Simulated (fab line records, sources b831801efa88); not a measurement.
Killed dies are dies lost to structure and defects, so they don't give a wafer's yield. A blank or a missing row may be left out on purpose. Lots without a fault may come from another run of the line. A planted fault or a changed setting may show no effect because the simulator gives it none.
One fault seen from 2 desks | flow gf180mcu | each desk has only its own numbers; what lay behind them comes last

THE TOOL OWNER'S DESK: implanter-01
The tool's own readings at GF_HV_LDD_IMPLANT_33: means of the sampled wafers that have a number, for each lot that ran on this tool. A lot is out of limits, marked OUT, if its mean lies more than 4 standard deviations from the usual mean; the brackets give that distance.
Columns: A = beam_on_s at GF_HV_LDD_IMPLANT_33, usual 10.00 s; B = faraday_current_uA at GF_HV_LDD_IMPLANT_33, usual 42.3
lot  | first seen here | A     | B
L555 | day 13 10:14    | 10.08 | 42.0
L558 | day 14 15:29    | 9.85  | 43.0
L559 | day 15 00:52    | 10.08 | 42.0
L561 | day 15 13:51    | 9.17  | 46.4 (+4.7) OUT
L562 | day 15 21:23    | 9.56  | 44.6
This desk's finding: out of limits on L561; first on L561, day 15 13:51 (faraday_current_uA at GF_HV_LDD_IMPLANT_33). In limits: L555, L558, L559, L562.

THE METROLOGY DESK
What the gauges read, lot by lot, whatever tool the lot ran on: means of the sampled wafers that have a number. A lot is out of limits, marked OUT, if its mean lies more than 4 standard deviations from the usual mean; the brackets give that distance.
Columns: A = DNWELL_TW at GF_DNWELL_TW_MEAS_09, usual 1338; B = cd_nm at GF_POLY_GATE_CD_MEAS_18, usual 280.7 nm; C = HV_LDD_3_TW at GF_HV_LDD_TW_MEAS_38, usual 1433; D = HV_LDD_RS at GF_HV_LDD_RS_MEAS_53, usual 418.5 ohm/sq
lot  | first seen here | A    | B     | C    | D
L549 | day 2 19:44     | 1323 | 278.7 | 1437 | 417.9
L550 | day 2 23:23     | 1330 | 280.6 | 1439 | 419.2
L552 | day 3 11:06     | 1346 | 278.2 | 1447 | 418.1
L553 | day 3 15:59     | 1332 | 280.5 | 1445 | 418.1
L554 | day 3 21:02     | 1337 | 281.0 | 1437 | 417.8
L555 | day 4 02:04     | 1340 | 283.2 | 1445 | 418.5
L556 | day 4 07:10     | 1343 | 279.5 | 1433 | 417.7
L557 | day 4 13:32     | 1336 | 282.5 | 1437 | 419.2
L558 | day 4 20:50     | 1351 | 278.7 | 1436 | 418.4
L559 | day 5 04:34     | 1351 | 279.2 | 1424 | 419.4
L561 | day 5 11:26     | 1321 | 279.6 | 1409 | 420.6
L562 | day 5 16:38     | 1352 | 282.4 | 1421 | 418.1
L572 | day 7 21:05     | 1354 | 279.4 | 1429 | 419.8
This desk's finding: nothing out of limits on any of the 13 lots.

PUT TOGETHER
The tool owner's desk could have raised an alarm at day 15 13:51, on L561.
The metrology desk saw nothing out of limits.
The metrology desk has L561 on record, within its limits.
Of the lots named, all ran GF_HV_LDD_IMPLANT_33 on implanter-01.

WHAT THE SIMULATOR HAD PUT IN
Process parameter drift: implanter-01, from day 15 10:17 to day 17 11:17, at GF_HV_LDD_IMPLANT_33. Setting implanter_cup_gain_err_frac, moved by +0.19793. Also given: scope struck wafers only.
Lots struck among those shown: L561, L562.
Hours from the fault's start to each desk's first reading out of limits: the tool owner's desk, 4.
